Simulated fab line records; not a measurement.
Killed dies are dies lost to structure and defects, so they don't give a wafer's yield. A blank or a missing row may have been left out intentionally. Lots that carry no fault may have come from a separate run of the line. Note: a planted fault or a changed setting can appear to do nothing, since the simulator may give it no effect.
fab line records	flow gf180mcu
[record] lots = 24	wafers = 72	last_day = 34
route steps=602 shown V1@356 V3@443 M4@473 MIM@507 TOP_METAL@583
lots that met no fault: taken from a fault-free run of the same line
start_h: the number of hours between the record's first day and the start of the first shown wafer of the lot	wait_h: how many hours have passed since the lot's step before this one	" identical to the entry in the row above	L1.1+2: a single row standing in for several wafers	- no value, or no start was given	* or withheld: withheld	< > ~ a bound
route shown NAME@n: names a module that has steps shown in the file, with the first one's number in the route	usual: average and standard deviation across the fault-free wafers	same: alike in all rows	chamber/n: place in a boat	sites: readings site by site	_std_site: standard deviation of those values	_edge_site: inner sites' mean taken away from outer sites' mean	radius_mm: for every site, how far away it sits from the centre of the wafer	mask NAME#n: copy n	behind: the last tool/chamber to shape the wafer	hold: reason for holding the lot/hours on hold/outcome of the hold	device: names the non-switching transistor (n, p or np)	end of line: the route-end tests of the same wafers	a step with no rows: only its recipe	killed: dies lost to structure and defects at the first sort, not the wafer's yield	map: the dies of a wafer, with x for killed, . for not killed, _ for no die there
set.NAME: the setting that was run; set.NAME@STEP: the one run at that earlier step	model.NAME: the simulator's own value behind a step, which no gauge read
one table for each step of the route and one row for each wafer, over a sample of lots
services: the hour from which a tool's chamber was out of use, counted from the record's first day as start_h (under 0 if before that day), plus the number of hours and why
[[steps]]
[step GF_V1_SPUTTER_21]
[recipe] material = Ti	target_thk_nm = 15	chamber_pressure_pa = 5	power_w = 2500	substrate_temp_c = 200	time_s = 80.02
[usual] throttle_valve_pct = 29.6/0.71
lot.wafer	tool	chamber	start_h	wait_h	throttle_valve_pct
L074.1	pvd_sputter-03	-	414.19	0.0	28.9
L074.2	"	-	"	"	30.4
L074.5	"	-	"	"	30.1
L075.2	pvd_sputter-04	-	422.86	0.0	29.1
L075.3	"	-	"	"	30.3
L075.6	"	-	"	"	29.1
L076.3	pvd_sputter-04	-	430.57	0.0	28.8
L076.4	"	-	"	"	30.6
L076.5	"	-	"	"	29.1
L077.1	pvd_sputter-04	-	440.84	0.0	29.8
L077.2	"	-	"	"	30.4
L077.4	"	-	"	"	29.1
L078.2	pvd_sputter-03	-	452.21	0.0	28.8
L078.3	"	-	"	"	29.5
L078.6	"	-	"	"	30.0
L079.1	pvd_sputter-04	-	463.00	0.0	29.3
L079.4	"	-	"	"	29.3
L079.5	"	-	"	"	29.2
L080.1	pvd_sputter-03	-	469.45	0.0	29.5
L080.2	"	-	"	"	29.5
L080.5	"	-	"	"	28.8
L081.1	pvd_sputter-03	-	481.72	0.0	28.5
L081.3	"	-	"	"	29.7
L081.5	"	-	"	"	28.8
L082.1	pvd_sputter-01	-	488.42	0.0	29.1
L082.3	"	-	"	"	31.5
L082.5	"	-	"	"	28.9
L083.2	pvd_sputter-01	-	497.71	0.0	29.1
L083.3	"	-	"	"	31.0
L083.5	"	-	"	"	31.3
L084.3	pvd_sputter-03	-	511.31	0.0	30.3
L084.5	"	-	"	"	29.5
L084.6	"	-	"	"	28.7
L085.1	pvd_sputter-01	-	516.12	0.0	29.3
L085.4	"	-	"	"	29.2
L085.6	"	-	"	"	29.0
L086.1	pvd_sputter-03	-	526.67	0.0	29.4
L086.2	"	-	"	"	29.8
L086.6	"	-	"	"	29.5
L087.1	pvd_sputter-04	-	538.06	0.0	29.9
L087.3	"	-	"	"	29.4
L087.5	"	-	"	"	29.3
L088.2	pvd_sputter-03	-	545.15	0.0	29.9
L088.4	"	-	"	"	30.0
L088.5	"	-	"	"	30.4
L089.4	pvd_sputter-04	-	549.98	0.0	29.1
L089.5	"	-	"	"	30.9
L089.6	"	-	"	"	28.8
L090.2	pvd_sputter-04	-	559.31	0.0	29.5
L090.5	"	-	"	"	29.8
L090.6	"	-	"	"	29.3
L091.1	pvd_sputter-01	-	566.05	0.0	29.2
L091.2	"	-	"	"	29.0
L091.4	"	-	"	"	31.2
L092.3	pvd_sputter-03	-	578.41	0.0	29.7
L092.4	"	-	"	"	30.1
L092.5	"	-	"	"	28.5
L093.2	pvd_sputter-01	-	581.86	0.0	28.8
L093.3	"	-	"	"	29.1
L093.4	"	-	"	"	31.3
L094.2	pvd_sputter-01	-	588.06	0.0	29.0
L094.4	"	-	"	"	31.1
L094.5	"	-	"	"	29.0
L095.1	pvd_sputter-01	-	593.45	0.0	29.3
L095.2	"	-	"	"	31.2
L095.4	"	-	"	"	29.0
L096.1	pvd_sputter-01	-	603.16	0.0	28.9
L096.2	"	-	"	"	28.8
L096.3	"	-	"	"	30.9
L097.1	pvd_sputter-03	-	613.31	0.0	29.6
L097.4	"	-	"	"	29.0
L097.6	"	-	"	"	29.9
[step GF_V3_CD_MEAS_14]
[recipe] target_cd_nm = 260
[usual] cd_nm = 260.2/1.1
lot.wafer	tool	chamber	start_h	wait_h	cd_nm
L074.1	cd_sem-01	-	518.04	0.1	260.4
L074.2	"	-	"	"	259.5
L074.5	"	-	"	"	260.2
L075.2	cd_sem-01	-	525.51	0.1	261.0
L075.3	"	-	"	"	260.7
L075.6	"	-	"	"	260.5
L076.3	cd_sem-02	-	532.97	0.1	261.4
L076.4	"	-	"	"	261.0
L076.5	"	-	"	"	261.2
L077.1	cd_sem-01	-	543.98	0.1	260.8
L077.2	"	-	"	"	259.7
L077.4	"	-	"	"	260.8
L078.2	cd_sem-01	-	552.91	0.1	260.8
L078.3	"	-	"	"	260.8
L078.6	"	-	"	"	260.0
L079.1	cd_sem-01	-	563.49	0.1	260.6
L079.4	"	-	"	"	259.9
L079.5	"	-	"	"	260.6
L080.1	cd_sem-01	-	569.38	0.1	261.6
L080.2	"	-	"	"	259.6
L080.5	"	-	"	"	262.1
L081.1	cd_sem-02	-	580.03	0.1	261.5
L081.3	"	-	"	"	260.7
L081.5	"	-	"	"	260.4
L082.1	cd_sem-01	-	586.49	0.1	259.6
L082.3	"	-	"	"	258.3
L082.5	"	-	"	"	259.1
L083.2	cd_sem-02	-	594.55	0.1	259.4
L083.3	"	-	"	"	258.5
L083.5	"	-	"	"	259.7
L084.3	cd_sem-01	-	606.58	0.1	258.0
L084.5	"	-	"	"	259.5
L084.6	"	-	"	"	259.6
L085.1	cd_sem-01	-	610.93	0.1	260.3
L085.4	"	-	"	"	260.3
L085.6	"	-	"	"	260.2
L086.1	cd_sem-01	-	620.94	0.1	259.6
L086.2	"	-	"	"	259.6
L086.6	"	-	"	"	259.2
L087.1	cd_sem-01	-	629.69	0.1	259.8
L087.3	"	-	"	"	260.4
L087.5	"	-	"	"	259.8
L088.2	cd_sem-01	-	637.42	0.2	259.4
L088.4	"	-	"	"	260.4
L088.5	"	-	"	"	260.4
L089.4	cd_sem-01	-	639.95	0.1	260.0
L089.5	"	-	"	"	261.0
L089.6	"	-	"	"	260.0
L090.2	cd_sem-01	-	647.60	0.1	260.0
L090.5	"	-	"	"	258.5
L090.6	"	-	"	"	259.1
L091.1	cd_sem-01	-	659.12	3.3	261.1
L091.2	"	-	"	"	261.1
L091.4	"	-	"	"	261.8
L092.3	cd_sem-01	-	664.38	0.1	261.6
L092.4	"	-	"	"	261.9
L092.5	"	-	"	"	261.6
L093.2	cd_sem-01	-	665.86	0.1	261.4
L093.3	"	-	"	"	260.5
L093.4	"	-	"	"	260.7
L094.2	cd_sem-01	-	676.95	0.1	258.9
L094.4	"	-	"	"	259.5
L094.5	"	-	"	"	258.8
L095.1	cd_sem-01	-	681.68	0.3	259.7
L095.2	"	-	"	"	259.2
L095.4	"	-	"	"	259.6
L096.1	cd_sem-01	-	685.54	0.1	261.4
L096.2	"	-	"	"	262.2
L096.3	"	-	"	"	259.8
L097.1	cd_sem-01	-	699.44	0.1	261.0
L097.4	"	-	"	"	262.4
L097.6	"	-	"	"	260.8
[step GF_M4_STRIP_17]
[recipe] chemistry = O2/N2	power_w = 1400	pressure_mtorr = 1500	platen_temp_c = 250	o2_flow_sccm = 3000	n2_flow_sccm = 300	overash_fraction = 0.5
[usual] drypump_motor_current_A = 6.03/0.28	heater_power_w = 343/35	oes_product_au = 0.537/0.0049	platen_temp_c = 250.02/0.19	strip_time_to_endpoint_s = 7.39/0.044
lot.wafer	tool	chamber	start_h	wait_h	drypump_motor_current_A	heater_power_w	oes_product_au	platen_temp_c	rf_hours_counter_h	strip_time_to_endpoint_s
L074.1	plasma_asher-04	1	543.32	0.1	5.92	324	0.535	249.98	76	7.31
L074.2	"	0	"	"	6.18	298	0.537	250.19	76	7.35
L074.5	"	1	"	"	5.90	329	0.532	249.93	-	7.35
L075.2	plasma_asher-04	0	550.97	0.1	6.17	292	0.534	249.82	77	7.41
L075.3	"	0	"	"	6.17	302	0.536	249.59	-	7.39
L075.6	"	1	"	"	5.92	323	0.555	249.73	-	7.49
L076.3	plasma_asher-02	0	557.16	0.1	5.65	342	0.544	250.16	-	7.38
L076.4	"	1	"	"	5.71	330	0.530	249.86	-	7.38
L076.5	"	1	"	"	5.69	336	0.528	249.90	-	7.42
L077.1	plasma_asher-01	0	568.37	0.1	6.08	342	0.543	249.86	45	7.43
L077.2	"	1	"	"	6.48	409	0.531	250.05	45	7.47
L077.4	"	1	"	"	6.52	409	0.544	250.24	-	7.48
L078.2	plasma_asher-01	0	577.22	0.1	6.07	336	0.536	249.87	46	7.46
L078.3	"	1	"	"	6.47	414	0.551	249.66	-	7.48
L078.6	"	1	"	"	6.47	403	0.528	249.59	-	7.38
L079.1	plasma_asher-01	0	587.30	0.2	6.10	337	0.538	250.21	47	7.38
L079.4	"	1	"	"	6.48	416	0.531	249.94	-	7.40
L079.5	"	0	"	"	6.09	337	0.533	249.89	-	7.39
L080.1	plasma_asher-04	0	592.82	0.1	6.21	299	0.546	250.02	81	7.39
L080.2	"	1	"	"	5.89	328	0.543	250.02	81	7.39
L080.5	"	0	"	"	6.19	299	0.541	250.15	-	7.42
L081.1	plasma_asher-01	0	603.12	0.1	6.09	337	0.535	250.17	49	7.51
L081.3	"	0	"	"	6.09	333	0.545	250.15	-	7.49
L081.5	"	0	"	"	6.10	339	0.546	249.94	-	7.49
L082.1	plasma_asher-04	1	609.51	0.2	5.91	326	0.534	250.13	83	7.35
L082.3	"	1	"	"	5.92	317	0.538	250.04	-	7.35
L082.5	"	1	"	"	5.91	321	0.540	249.93	-	7.35
L083.2	plasma_asher-01	0	616.82	0.1	6.10	341	0.538	250.10	51	7.40
L083.3	"	1	"	"	6.50	405	0.544	249.89	-	7.41
L083.5	"	1	"	"	6.50	419	0.534	249.88	-	7.40
L084.3	plasma_asher-04	0	629.61	0.1	6.19	304	0.538	250.08	-	7.42
L084.5	"	1	"	"	5.89	330	0.544	249.80	-	7.41
L084.6	"	0	"	"	6.20	299	0.541	250.13	-	7.40
L085.1	plasma_asher-04	0	633.62	0.1	6.18	306	0.537	249.92	86	7.38
L085.4	"	0	"	"	6.20	298	0.529	249.90	-	7.35
L085.6	"	1	"	"	5.91	332	0.537	250.28	-	7.41
L086.1	plasma_asher-04	0	643.42	0.1	6.19	296	0.535	250.15	87	7.38
L086.2	"	1	"	"	5.88	342	0.538	250.13	87	7.35
L086.6	"	0	"	"	6.17	307	0.534	250.30	-	7.38
L087.1	plasma_asher-02	1	652.14	0.1	5.71	341	0.542	249.65	23	7.42
L087.3	"	1	"	"	5.71	334	0.536	250.04	-	7.35
L087.5	"	1	"	"	5.72	334	0.532	250.04	-	7.35
L088.2	plasma_asher-01	1	660.73	0.1	6.48	415	0.536	250.17	54	7.32
L088.4	"	0	"	"	6.10	337	0.540	250.08	-	7.40
L088.5	"	1	"	"	6.46	414	0.548	249.91	-	7.40
L089.4	plasma_asher-02	0	662.13	0.1	5.67	344	0.546	250.02	-	7.35
L089.5	"	0	"	"	5.65	340	0.532	249.94	-	7.31
L089.6	"	1	"	"	5.73	334	0.544	249.60	-	7.37
L090.2	plasma_asher-02	1	666.97	0.1	5.75	338	0.543	250.25	25	7.33
L090.5	"	1	"	"	5.72	335	0.535	250.16	-	7.34
L090.6	"	0	"	"	5.67	334	0.534	249.92	-	7.37
L091.1	plasma_asher-01	1	679.07	0.1	6.46	409	0.536	249.97	56	7.36
L091.2	"	0	"	"	6.08	340	0.535	249.74	56	7.39
L091.4	"	0	"	"	6.08	338	0.532	249.83	-	7.33
L092.3	plasma_asher-01	1	686.05	0.1	6.48	417	0.537	249.70	-	7.36
L092.4	"	0	"	"	6.09	337	0.544	250.48	-	7.42
L092.5	"	0	"	"	6.05	338	0.541	250.23	-	7.41
L093.2	plasma_asher-02	0	687.42	0.1	5.66	340	0.546	250.20	27	7.47
L093.3	"	1	"	"	5.69	342	0.539	250.19	-	7.36
L093.4	"	0	"	"	5.65	339	0.544	250.50	-	7.34
L094.2	plasma_asher-02	0	697.92	0.1	5.67	334	0.539	250.08	27	7.39
L094.4	"	0	"	"	5.66	335	0.529	249.81	-	7.33
L094.5	"	0	"	"	5.67	341	0.537	250.08	-	7.30
L095.1	plasma_asher-01	1	702.52	0.1	6.53	416	0.534	250.21	59	7.38
L095.2	"	0	"	"	6.04	338	0.541	250.42	59	7.34
L095.4	"	1	"	"	6.52	427	0.539	249.87	-	7.39
L096.1	plasma_asher-02	0	705.82	0.1	5.67	340	0.535	250.21	28	7.38
L096.2	"	1	"	"	5.74	337	0.548	250.06	28	7.36
L096.3	"	1	"	"	5.74	334	0.540	250.12	-	7.40
L097.1	plasma_asher-04	1	719.67	0.1	5.95	319	0.536	250.18	95	7.36
L097.4	"	0	"	"	6.22	292	0.544	249.88	-	7.43
L097.6	"	1	"	"	5.94	330	0.545	250.40	-	7.38
[step GF_MIM_SPUTTER_04]
[recipe] material = TiN	target_thk_nm = 50	power_w = 6500	time_s = 41.7	chamber_pressure_pa = 0.4
[usual] throttle_valve_pct = 29.6/0.74
lot.wafer	tool	chamber	start_h	wait_h	throttle_valve_pct
L074.1	pvd_sputter-01	-	569.23	0.0	29.2
L074.2	"	-	"	"	31.4
L074.5	"	-	"	"	29.2
L075.2	pvd_sputter-03	-	575.93	0.0	28.8
L075.3	"	-	"	"	30.4
L075.6	"	-	"	"	28.9
L076.3	pvd_sputter-03	-	582.38	0.0	29.5
L076.4	"	-	"	"	30.2
L076.5	"	-	"	"	29.6
L077.1	pvd_sputter-01	-	592.88	0.0	31.3
L077.2	"	-	"	"	29.0
L077.4	"	-	"	"	28.7
L078.2	pvd_sputter-03	-	601.98	0.0	29.7
L078.3	"	-	"	"	29.0
L078.6	"	-	"	"	29.0
L079.1	pvd_sputter-02	-	611.46	0.0	31.6
L079.4	"	-	"	"	29.4
L079.5	"	-	"	"	29.5
L080.1	pvd_sputter-01	-	616.44	0.0	31.0
L080.2	"	-	"	"	29.2
L080.5	"	-	"	"	28.9
L081.1	pvd_sputter-02	-	626.45	0.0	29.6
L081.3	"	-	"	"	29.8
L081.5	"	-	"	"	29.6
L082.1	pvd_sputter-02	-	632.62	0.0	29.6
L082.3	"	-	"	"	30.2
L082.5	"	-	"	"	29.4
L083.2	pvd_sputter-02	-	640.07	0.0	31.5
L083.3	"	-	"	"	29.6
L083.5	"	-	"	"	30.0
L084.3	pvd_sputter-03	-	652.88	0.0	29.5
L084.5	"	-	"	"	28.7
L084.6	"	-	"	"	29.8
L085.1	pvd_sputter-01	-	660.01	0.0	29.2
L085.4	"	-	"	"	29.0
L085.6	"	-	"	"	28.8
L086.1	pvd_sputter-03	-	665.24	0.0	29.7
L086.2	"	-	"	"	29.6
L086.6	"	-	"	"	29.7
L087.1	pvd_sputter-03	-	674.06	0.0	29.7
L087.3	"	-	"	"	30.2
L087.5	"	-	"	"	29.8
L088.2	pvd_sputter-01	-	683.25	0.0	29.0
L088.4	"	-	"	"	28.9
L088.5	"	-	"	"	28.8
L089.4	pvd_sputter-03	-	683.85	0.0	30.4
L089.5	"	-	"	"	28.6
L089.6	"	-	"	"	29.7
L090.2	pvd_sputter-03	-	689.43	0.0	29.0
L090.5	"	-	"	"	29.5
L090.6	"	-	"	"	28.7
L091.1	pvd_sputter-03	-	700.81	0.0	29.6
L091.2	"	-	"	"	29.7
L091.4	"	-	"	"	30.4
L092.3	pvd_sputter-02	-	707.36	0.0	29.9
L092.4	"	-	"	"	29.5
L092.5	"	-	"	"	29.9
L093.2	pvd_sputter-02	-	708.99	0.0	29.5
L093.3	"	-	"	"	30.1
L093.4	"	-	"	"	31.3
L094.2	pvd_sputter-02	-	718.88	0.0	29.9
L094.4	"	-	"	"	31.4
L094.5	"	-	"	"	29.4
L095.1	pvd_sputter-01	-	723.69	0.0	29.1
L095.2	"	-	"	"	29.3
L095.4	"	-	"	"	28.6
L096.1	pvd_sputter-01	-	726.26	0.0	29.1
L096.2	"	-	"	"	29.1
L096.3	"	-	"	"	29.0
L097.1	pvd_sputter-01	-	739.94	0.0	29.0
L097.4	"	-	"	"	31.5
L097.6	"	-	"	"	31.0
[step GF_MIM_SPUTTER_08]
[recipe] material = AlCu	target_thk_nm = 200	power_w = 10600	time_s = 10.6	chamber_pressure_pa = 0.4
[usual] throttle_valve_pct = 29.7/0.77
lot.wafer	tool	chamber	start_h	wait_h	throttle_valve_pct
L074.1	pvd_sputter-03	-	569.41	0.0	28.9
L074.2	"	-	"	"	29.5
L074.5	"	-	"	"	29.4
L075.2	pvd_sputter-02	-	576.11	0.0	29.4
L075.3	"	-	"	"	29.8
L075.6	"	-	"	"	30.1
L076.3	pvd_sputter-02	-	582.57	0.0	31.6
L076.4	"	-	"	"	29.5
L076.5	"	-	"	"	29.4
L077.1	pvd_sputter-03	-	593.06	0.0	29.6
L077.2	"	-	"	"	29.9
L077.4	"	-	"	"	30.3
L078.2	pvd_sputter-02	-	602.16	0.0	29.9
L078.3	"	-	"	"	31.2
L078.6	"	-	"	"	30.0
L079.1	pvd_sputter-01	-	611.64	0.0	29.2
L079.4	"	-	"	"	29.3
L079.5	"	-	"	"	29.1
L080.1	pvd_sputter-02	-	616.61	0.0	29.8
L080.2	"	-	"	"	31.5
L080.5	"	-	"	"	29.2
L081.1	pvd_sputter-03	-	626.63	0.0	29.0
L081.3	"	-	"	"	29.7
L081.5	"	-	"	"	30.3
L082.1	pvd_sputter-01	-	632.79	0.0	31.1
L082.3	"	-	"	"	29.0
L082.5	"	-	"	"	31.1
L083.2	pvd_sputter-03	-	640.25	0.0	29.8
L083.3	"	-	"	"	30.0
L083.5	"	-	"	"	30.5
L084.3	pvd_sputter-01	-	653.06	0.0	29.0
L084.5	"	-	"	"	29.0
L084.6	"	-	"	"	28.7
L085.1	pvd_sputter-03	-	660.18	0.0	30.3
L085.4	"	-	"	"	29.5
L085.6	"	-	"	"	29.6
L086.1	pvd_sputter-01	-	665.42	0.0	31.2
L086.2	"	-	"	"	29.1
L086.6	"	-	"	"	29.1
L087.1	pvd_sputter-02	-	674.24	0.0	31.5
L087.3	"	-	"	"	29.9
L087.5	"	-	"	"	29.5
L088.2	pvd_sputter-01	-	683.43	0.0	28.8
L088.4	"	-	"	"	29.1
L088.5	"	-	"	"	29.2
L089.4	pvd_sputter-02	-	684.04	0.0	29.7
L089.5	"	-	"	"	29.5
L089.6	"	-	"	"	29.3
L090.2	pvd_sputter-02	-	689.62	0.0	29.7
L090.5	"	-	"	"	29.7
L090.6	"	-	"	"	29.8
L091.1	pvd_sputter-01	-	700.99	0.0	31.5
L091.2	"	-	"	"	29.0
L091.4	"	-	"	"	28.9
L092.3	pvd_sputter-03	-	707.54	0.0	30.3
L092.4	"	-	"	"	29.5
L092.5	"	-	"	"	29.7
L093.2	pvd_sputter-01	-	709.17	0.0	29.0
L093.3	"	-	"	"	31.1
L093.4	"	-	"	"	28.9
L094.2	pvd_sputter-01	-	719.06	0.0	28.6
L094.4	"	-	"	"	28.5
L094.5	"	-	"	"	29.0
L095.1	pvd_sputter-03	-	723.87	0.0	30.0
L095.2	"	-	"	"	30.4
L095.4	"	-	"	"	29.5
L096.1	pvd_sputter-03	-	726.44	0.0	29.7
L096.2	"	-	"	"	29.1
L096.3	"	-	"	"	29.7
L097.1	pvd_sputter-02	-	740.11	0.0	30.0
L097.4	"	-	"	"	29.7
L097.6	"	-	"	"	31.5
[step GF_TOP_METAL_METAL_ETCH_16]
[recipe] chemistry = Cl2/BCl3	mask_material = NOVOLAK	target_depth_nm = 1197	stop_on = SiO2	pressure_mtorr = 8	icp_w = 800	bias_w = 140	Cl2_flow_sccm = 80	bcl3_flow_sccm = 40	time_s = 199.5
[usual] drypump_motor_current_A = 5.8/0.34	oes_product_au = 0.989/0.0057	throttle_valve_pct = 28.231/0.011
lot.wafer	tool	chamber	start_h	wait_h	drypump_motor_current_A	oes_product_au	rf_hours_counter_h	throttle_valve_pct
L074.1	rie_metal-01	1	659.16	0.0	6.1	0.992	2	28.247
L074.2	"	0	"	"	5.9	0.981	10	28.230
L074.5	"	0	"	"	6.0	0.984	-	28.245
L075.2	rie_metal-03	0	662.96	0.1	5.8	0.995	-	28.228
L075.3	"	0	"	"	5.8	0.992	-	28.228
L075.6	"	0	"	"	5.8	0.997	-	28.227
L076.3	rie_metal-03	0	665.42	0.1	5.9	0.998	-	28.237
L076.4	"	0	"	"	5.9	0.991	-	28.222
L076.5	"	0	"	"	5.9	0.991	-	28.222
L077.1	rie_metal-04	1	679.99	0.0	5.5	0.986	7	28.240
L077.2	"	0	"	"	5.1	0.994	12	28.214
L077.4	"	0	"	"	5.1	0.998	-	28.221
L078.2	rie_metal-04	0	684.64	0.0	5.1	0.989	12	28.235
L078.3	"	0	"	"	5.1	0.997	-	28.230
L078.6	"	0	"	"	5.2	0.997	-	28.222
L079.1	rie_metal-01	0	696.50	0.0	6.0	0.990	12	28.226
L079.4	"	0	"	"	5.9	0.984	-	28.241
L079.5	"	0	"	"	5.9	0.989	-	28.227
L080.1	rie_metal-03	1	700.81	0.0	5.3	0.991	1	28.238
L080.2	"	0	"	"	5.9	0.992	8	28.223
L080.5	"	0	"	"	5.8	0.996	-	28.207
L081.1	rie_metal-01	0	705.44	0.0	5.9	0.983	14	28.236
L081.3	"	0	"	"	5.9	0.995	-	28.227
L081.5	"	0	"	"	5.9	0.996	-	28.228
L082.1	rie_metal-03	0	712.94	0.0	5.9	0.994	8	28.229
L082.3	"	1	"	"	5.3	0.991	-	28.239
L082.5	"	1	"	"	5.3	0.984	-	28.245
L083.2	rie_metal-01	1	719.29	0.0	6.1	0.992	2	28.255
L083.3	"	0	"	"	5.9	0.997	-	28.220
L083.5	"	0	"	"	5.9	0.988	-	28.235
L084.3	rie_metal-04	0	729.24	0.1	5.1	0.992	-	28.229
L084.5	"	0	"	"	5.2	0.991	-	28.217
L084.6	"	1	"	"	5.6	0.993	-	28.227
L085.1	rie_metal-01	0	737.20	0.0	5.9	0.985	15	28.240
L085.4	"	1	"	"	6.2	0.985	-	28.247
L085.6	"	1	"	"	6.2	0.984	-	28.246
L086.1	rie_metal-01	0	743.00	0.0	5.9	0.988	16	28.219
L086.2	"	1	"	"	6.1	0.989	4	28.217
L086.6	"	0	"	"	5.9	0.987	-	28.237
L087.1	rie_metal-03	0	749.19	0.0	5.8	0.983	10	28.232
L087.3	"	0	"	"	5.9	0.987	-	28.232
L087.5	"	1	"	"	5.3	0.992	-	28.235
L088.2	rie_metal-01	1	757.99	0.0	6.2	0.980	4	28.228
L088.4	"	1	"	"	6.2	0.982	-	28.235
L088.5	"	1	"	"	6.2	0.977	-	28.242
L089.4	rie_metal-01	1	760.03	0.1	6.2	0.984	-	28.224
L089.5	"	1	"	"	6.2	0.983	-	28.251
L089.6	"	0	"	"	5.9	0.990	-	28.219
L090.2	rie_metal-01	0	763.49	0.0	5.9	0.991	17	28.220
L090.5	"	0	"	"	5.9	0.982	-	28.226
L090.6	"	1	"	"	6.1	0.984	-	28.221
L091.1	rie_metal-01	1	772.79	0.0	6.2	0.992	5	28.236
L091.2	"	0	"	"	5.9	0.985	17	28.247
L091.4	"	1	"	"	6.2	0.983	-	28.247
L092.3	rie_metal-04	1	778.81	0.1	5.6	0.987	-	28.225
L092.4	"	0	"	"	5.2	0.992	-	28.221
L092.5	"	1	"	"	5.6	0.992	-	28.215
L093.2	rie_metal-04	0	781.75	0.0	5.1	0.991	17	28.208
L093.3	"	1	"	"	5.6	0.993	-	28.225
L093.4	"	0	"	"	5.2	0.997	-	28.222
L094.2	rie_metal-01	0	788.11	0.0	5.9	0.999	18	28.228
L094.4	"	1	"	"	6.1	0.983	-	28.260
L094.5	"	0	"	"	5.9	0.985	-	28.240
L095.1	rie_metal-04	1	793.30	0.0	5.6	0.998	14	28.238
L095.2	"	0	"	"	5.1	0.981	18	28.217
L095.4	"	0	"	"	5.2	0.989	-	28.232
L096.1	rie_metal-01	0	795.97	0.0	6.0	0.975	19	28.228
L096.2	"	1	"	"	6.2	0.988	7	28.235
L096.3	"	0	"	"	5.9	0.986	-	28.239
L097.1	rie_metal-01	0	806.35	0.0	5.9	0.986	20	28.245
L097.4	"	1	"	"	6.2	0.977	-	28.240
L097.6	"	1	"	"	6.2	0.981	-	28.227
[[services]]
tool	chamber	start_h	hours	kind
pvd_sputter-03	-	421.17	4.7	repair
plasma_asher-01	-	427.12	15.2	repair
pvd_sputter-01	-	436.64	2.1	repair
rie_metal-01	-	467.93	0.4	repair
plasma_asher-04	-	479.58	12.5	repair
pvd_sputter-02	-	494.81	1.5	repair
rie_metal-01	1	523.56	6.6	repair
pvd_sputter-02	-	527.28	3.8	repair
rie_metal-01	-	530.93	2.8	pm
pvd_sputter-02	-	542.72	1.8	repair
pvd_sputter-01	-	546.88	3.5	repair
plasma_asher-01	-	546.91	2.6	repair
pvd_sputter-03	-	579.51	0.5	repair
pvd_sputter-03	-	598.85	2.1	repair
plasma_asher-01	-	624.87	0.7	repair
plasma_asher-01	-	630.02	3.4	repair
rie_metal-01	-	636.07	1.4	pm
pvd_sputter-02	-	645.83	23.6	repair
plasma_asher-01	-	645.98	2.8	pm
rie_metal-01	1	663.77	45.7	repair
plasma_asher-04	-	722.18	1.3	repair
plasma_asher-01	-	735.12	1.3	repair
pvd_sputter-03	-	786.56	3.1	repair
pvd_sputter-01	-	790.72	5.3	repair
[[key]]
fault none
